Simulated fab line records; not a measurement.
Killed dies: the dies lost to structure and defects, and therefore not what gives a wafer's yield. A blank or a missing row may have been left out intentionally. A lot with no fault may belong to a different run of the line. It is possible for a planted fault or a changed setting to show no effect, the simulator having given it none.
fab line records -- flow gf180mcu -- part 2 of 2: steps 30 to 38 of 38
[record] lots = 5, wafers = 15, lastDay = 34
route steps=602 shown V4@476 MIM@503
lots with no fault: from the same line, run without faults
startH: hours from the record's opening day to when the first of the lot's shown wafers began -- waitH: hours elapsed since this lot's preceding step -- " as in the row above -- L1.1+2: several wafers, shown together as one row -- - no value, or no start was given -- * or withheld: withheld -- < > ~ a bound
route shown NAME@n: NAME is a module with steps in the file, n the number in the route of the first one -- usual: average and standard deviation across the fault-free wafers -- same: alike in all rows -- chamber/n: place in a boat -- sites: per-site readings -- _std_site: the values' standard deviation -- _edge_site: outer sites' mean less inner sites' -- radiusMm: for every site, how far away it sits from the centre of the wafer -- mask NAME#n: copy n -- behind: the last tool/chamber to shape the wafer -- hold: what put the lot on hold/how long, in hours/how the hold closed -- device: whichever transistor did not switch (one of n, p or np) -- end of line: tests run on the same wafers once the route is complete -- a step given without rows: its recipe and nothing more -- killed: count of dies lost to structure and defects at first sort (not the wafer's yield) -- map: a wafer's dies, marking killed ones x, the rest . and places with no die _
set.NAME: the setting that was run; set.NAME@STEP: the one run at that earlier step -- model.NAME: the simulator's own value behind a step, which no gauge read
lots at selected steps of the route; one table per step, one row per wafer
services: the hour from which a tool's chamber was out of use, counted from the record's first day as startH (under 0 if before that day), plus the number of hours and why
[[steps]]
[step GF_MIM_SPUTTER_02]
[recipe] material = AlCu, targetThkNm = 450, powerW = 10600, timeS = 23.9, chamberPressurePa = 0.4
[usual] throttleValvePct = 30.4/0.96
lot.wafer,tool,chamber,startH,waitH,throttleValvePct
L074.1,pvdSputter-03,-,566.72,0.0,29.9
L074.2,pvdSputter-03,-,566.72,0.0,31.6
L074.4,pvdSputter-03,-,566.72,0.0,30.5
L086.1,pvdSputter-04,-,665.23,0.0,30.2
L086.3,pvdSputter-04,-,665.23,0.0,29.7
L086.6,pvdSputter-04,-,665.23,0.0,30.1
L087.4,pvdSputter-03,-,669.26,0.0,30.5
L087.5,pvdSputter-03,-,669.26,0.0,30.5
L087.6,pvdSputter-03,-,669.26,0.0,31.2
L095.4,pvdSputter-04,-,725.46,0.0,30.1
L095.5,pvdSputter-04,-,725.46,0.0,30.1
L095.6,pvdSputter-04,-,725.46,0.0,29.9
L097.2,pvdSputter-03,-,733.38,0.0,30.7
L097.3,pvdSputter-03,-,733.38,0.0,31.3
L097.5,pvdSputter-03,-,733.38,0.0,30.0
[step GF_MIM_SPUTTER_03]
[recipe] material = Ti, targetThkNm = 10, substrateTempC = 300, chamberPressurePa = 0.3, powerW = 3000, timeS = 6.7
[usual] throttleValvePct = 30.4/1
lot.wafer,tool,chamber,startH,waitH,throttleValvePct
L074.1,pvdSputter-03,-,566.75,0.0,29.8
L074.2,pvdSputter-03,-,566.75,0.0,31.4
L074.4,pvdSputter-03,-,566.75,0.0,30.4
L086.1,pvdSputter-04,-,665.26,0.0,30.0
L086.3,pvdSputter-04,-,665.26,0.0,29.5
L086.6,pvdSputter-04,-,665.26,0.0,29.9
L087.4,pvdSputter-03,-,669.29,0.0,30.4
L087.5,pvdSputter-03,-,669.29,0.0,30.6
L087.6,pvdSputter-03,-,669.29,0.0,31.1
L095.4,pvdSputter-04,-,725.49,0.0,29.8
L095.5,pvdSputter-04,-,725.49,0.0,30.1
L095.6,pvdSputter-04,-,725.49,0.0,29.9
L097.2,pvdSputter-03,-,733.41,0.0,30.6
L097.3,pvdSputter-03,-,733.41,0.0,31.2
L097.5,pvdSputter-03,-,733.41,0.0,30.0
[step GF_MIM_SPUTTER_04]
[recipe] material = TiN, targetThkNm = 50, powerW = 6500, timeS = 41.7, chamberPressurePa = 0.4
[usual] throttleValvePct = 30.4/1
lot.wafer,tool,chamber,startH,waitH,throttleValvePct
L074.1,pvdSputter-03,-,566.77,0.0,30.0
L074.2,pvdSputter-03,-,566.77,0.0,31.2
L074.4,pvdSputter-03,-,566.77,0.0,30.4
L086.1,pvdSputter-04,-,665.28,0.0,30.2
L086.3,pvdSputter-04,-,665.28,0.0,29.5
L086.6,pvdSputter-04,-,665.28,0.0,30.2
L087.4,pvdSputter-03,-,669.31,0.0,30.3
L087.5,pvdSputter-03,-,669.31,0.0,30.3
L087.6,pvdSputter-03,-,669.31,0.0,31.5
L095.4,pvdSputter-04,-,725.52,0.0,30.0
L095.5,pvdSputter-04,-,725.52,0.0,30.2
L095.6,pvdSputter-04,-,725.52,0.0,30.0
L097.2,pvdSputter-03,-,733.43,0.0,30.5
L097.3,pvdSputter-03,-,733.43,0.0,31.4
L097.5,pvdSputter-03,-,733.43,0.0,29.9
[step GF_MIM_CVD_05]
[recipe] material = Si3N4, targetThkNm = 42, tempMaxC = 400, tempC = 385, timeS = 29.086, rfW = 450
[usual] heaterPowerW = 642/76, tempMaxC = 399.96/0.22
lot.wafer,tool,chamber,startH,waitH,heaterPowerW,tempMaxC
L074.1,pecvd-04,2,566.81,0.0,629,400.19
L074.2,pecvd-04,1,566.81,0.0,607,400.36
L074.4,pecvd-04,2,566.81,0.0,622,399.73
L086.1,pecvd-01,1,665.32,0.0,602,399.92
L086.3,pecvd-01,1,665.32,0.0,602,400.04
L086.6,pecvd-01,1,665.32,0.0,600,400.16
L087.4,pecvd-04,1,669.36,0.0,626,400.73
L087.5,pecvd-04,2,669.36,0.0,612,399.60
L087.6,pecvd-04,0,669.36,0.0,681,400.04
L095.4,pecvd-02,2,725.57,0.0,689,399.52
L095.5,pecvd-02,1,725.57,0.0,491,399.86
L095.6,pecvd-02,0,725.57,0.0,679,399.99
L097.2,pecvd-01,1,733.47,0.0,667,400.02
L097.3,pecvd-01,0,733.47,0.0,796,400.00
L097.5,pecvd-01,2,733.47,0.0,610,399.99
[step GF_MIM_THK_MEAS_06]
[recipe] reads = Si3N4_of_MIM_CVD_05
[usual] MIM_CVD_05_THK = 41.9/0.51
lot.wafer,tool,chamber,startH,waitH,MIM_CVD_05_THK[nm]
L074.1,filmMetro-03,-,566.84,0.0,41.1
L074.2,filmMetro-03,-,566.84,0.0,41.3
L074.4,filmMetro-03,-,566.84,0.0,41.9
L086.1,filmMetro-03,-,665.37,0.0,41.2
L086.3,filmMetro-03,-,665.37,0.0,41.6
L086.6,filmMetro-03,-,665.37,0.0,41.9
L087.4,filmMetro-04,-,669.41,0.0,41.9
L087.5,filmMetro-04,-,669.41,0.0,41.8
L087.6,filmMetro-04,-,669.41,0.0,40.9
L095.4,filmMetro-02,-,725.62,0.0,42.0
L095.5,filmMetro-02,-,725.62,0.0,42.6
L095.6,filmMetro-02,-,725.62,0.0,42.0
L097.2,filmMetro-02,-,733.51,0.0,42.3
L097.3,filmMetro-02,-,733.51,0.0,41.4
L097.5,filmMetro-02,-,733.51,0.0,41.9
[step GF_MIM_SPUTTER_07]
[recipe] material = TiN, targetThkNm = 60, powerW = 6500, timeS = 50, chamberPressurePa = 0.4
[usual] throttleValvePct = 30.5/1.1
lot.wafer,tool,chamber,startH,waitH,throttleValvePct
L074.1,pvdSputter-01,-,566.90,0.1,30.3
L074.2,pvdSputter-01,-,566.90,0.1,30.3
L074.4,pvdSputter-01,-,566.90,0.1,30.2
L086.1,pvdSputter-01,-,665.43,0.1,29.8
L086.3,pvdSputter-01,-,665.43,0.1,30.3
L086.6,pvdSputter-01,-,665.43,0.1,30.6
L087.4,pvdSputter-01,-,669.44,0.0,30.3
L087.5,pvdSputter-01,-,669.44,0.0,33.3
L087.6,pvdSputter-01,-,669.44,0.0,30.1
L095.4,pvdSputter-03,-,725.65,0.0,29.1
L095.5,pvdSputter-03,-,725.65,0.0,30.1
L095.6,pvdSputter-03,-,725.65,0.0,30.4
L097.2,pvdSputter-04,-,733.56,0.0,29.8
L097.3,pvdSputter-04,-,733.56,0.0,30.2
L097.5,pvdSputter-04,-,733.56,0.0,29.9
[step GF_MIM_SPUTTER_08]
[recipe] material = AlCu, targetThkNm = 200, powerW = 10600, timeS = 10.6, chamberPressurePa = 0.4
[usual] throttleValvePct = 30.5/1.1
lot.wafer,tool,chamber,startH,waitH,throttleValvePct
L074.1,pvdSputter-01,-,566.94,0.0,30.4
L074.2,pvdSputter-01,-,566.94,0.0,30.1
L074.4,pvdSputter-01,-,566.94,0.0,30.3
L086.1,pvdSputter-01,-,665.47,0.0,30.4
L086.3,pvdSputter-01,-,665.47,0.0,30.6
L086.6,pvdSputter-01,-,665.47,0.0,30.3
L087.4,pvdSputter-01,-,669.48,0.0,30.5
L087.5,pvdSputter-01,-,669.48,0.0,33.0
L087.6,pvdSputter-01,-,669.48,0.0,30.3
L095.4,pvdSputter-03,-,725.69,0.0,29.0
L095.5,pvdSputter-03,-,725.69,0.0,30.1
L095.6,pvdSputter-03,-,725.69,0.0,30.5
L097.2,pvdSputter-04,-,733.60,0.0,29.9
L097.3,pvdSputter-04,-,733.60,0.0,29.9
L097.5,pvdSputter-04,-,733.60,0.0,30.0
[step GF_MIM_SPUTTER_09]
[recipe] material = TiN, targetThkNm = 35, powerW = 6500, timeS = 29.2, chamberPressurePa = 0.4
[usual] throttleValvePct = 30.5/1.1
lot.wafer,tool,chamber,startH,waitH,throttleValvePct
L074.1,pvdSputter-01,-,566.97,0.0,30.4
L074.2,pvdSputter-01,-,566.97,0.0,30.1
L074.4,pvdSputter-01,-,566.97,0.0,30.2
L086.1,pvdSputter-01,-,665.49,0.0,30.4
L086.3,pvdSputter-01,-,665.49,0.0,30.5
L086.6,pvdSputter-01,-,665.49,0.0,30.8
L087.4,pvdSputter-01,-,669.51,0.0,30.3
L087.5,pvdSputter-01,-,669.51,0.0,33.0
L087.6,pvdSputter-01,-,669.51,0.0,30.0
L095.4,pvdSputter-03,-,725.71,0.0,28.7
L095.5,pvdSputter-03,-,725.71,0.0,30.1
L095.6,pvdSputter-03,-,725.71,0.0,30.6
L097.2,pvdSputter-04,-,733.63,0.0,29.4
L097.3,pvdSputter-04,-,733.63,0.0,30.0
L097.5,pvdSputter-04,-,733.63,0.0,30.1
[step GF_MIM_RS_MEAS_10]
[recipe] thkMeasGauge = four-point-probe, reads = TiN_of_MIM_SPUTTER_09+AlCu_of_MIM_SPUTTER_08+TiN_of_MIM_SPUTTER_07
[usual] MIM_ALCU_RS = 0.1599/0.0019
lot.wafer,tool,chamber,startH,waitH,MIM_ALCU_RS[ohm/sq]
L074.1,filmMetro-02,-,567.00,0.0,0.1601
L074.2,filmMetro-02,-,567.00,0.0,0.1594
L074.4,filmMetro-02,-,567.00,0.0,0.1614
L086.1,filmMetro-02,-,665.53,0.0,0.1600
L086.3,filmMetro-02,-,665.53,0.0,0.1600
L086.6,filmMetro-02,-,665.53,0.0,0.1608
L087.4,filmMetro-03,-,669.60,0.1,0.1601
L087.5,filmMetro-03,-,669.60,0.1,0.1563
L087.6,filmMetro-03,-,669.60,0.1,0.1574
L095.4,filmMetro-03,-,725.81,0.1,0.1621
L095.5,filmMetro-03,-,725.81,0.1,0.1617
L095.6,filmMetro-03,-,725.81,0.1,0.1633
L097.2,filmMetro-03,-,733.68,0.0,0.1613
L097.3,filmMetro-03,-,733.68,0.0,0.1640
L097.5,filmMetro-03,-,733.68,0.0,0.1592
[[services]]
tool,chamber,startH,hours,kind
pecvd-01,-,518.60,2.8,pm
rieDiel-03,2,558.76,6.7,repair
cmp-01,-,572.26,0.3,repair
cmp-02,-,572.51,4.0,pm
cmp-01,-,586.73,2.3,repair
pecvd-01,-,591.12,14.0,pm
pvdSputter-02,-,600.21,3.1,repair
wetBench-01,-,602.85,2.7,repair
pecvd-01,1,607.22,23.9,repair
rieDiel-04,0,612.49,2.7,repair
cvdW-01,-,619.69,28.1,pm
rieDiel-03,2,635.24,3.0,repair
cmp-02,-,636.89,0.7,repair
rieDiel-03,1,638.77,4.5,repair
hdpcvd-01,0,640.88,26.5,repair
pecvd-01,2,653.96,32.6,repair
cmp-02,-,654.53,6.6,pm
rieDiel-04,1,665.92,9.0,repair
cmp-01,-,676.18,0.7,repair
pvdSputter-02,-,678.66,1.8,repair
hdpcvd-01,-,680.04,2.8,pm
pvdSputter-02,-,694.15,0.6,repair
pecvd-01,0,705.43,14.9,repair
pvdSputter-04,-,727.57,3.2,repair
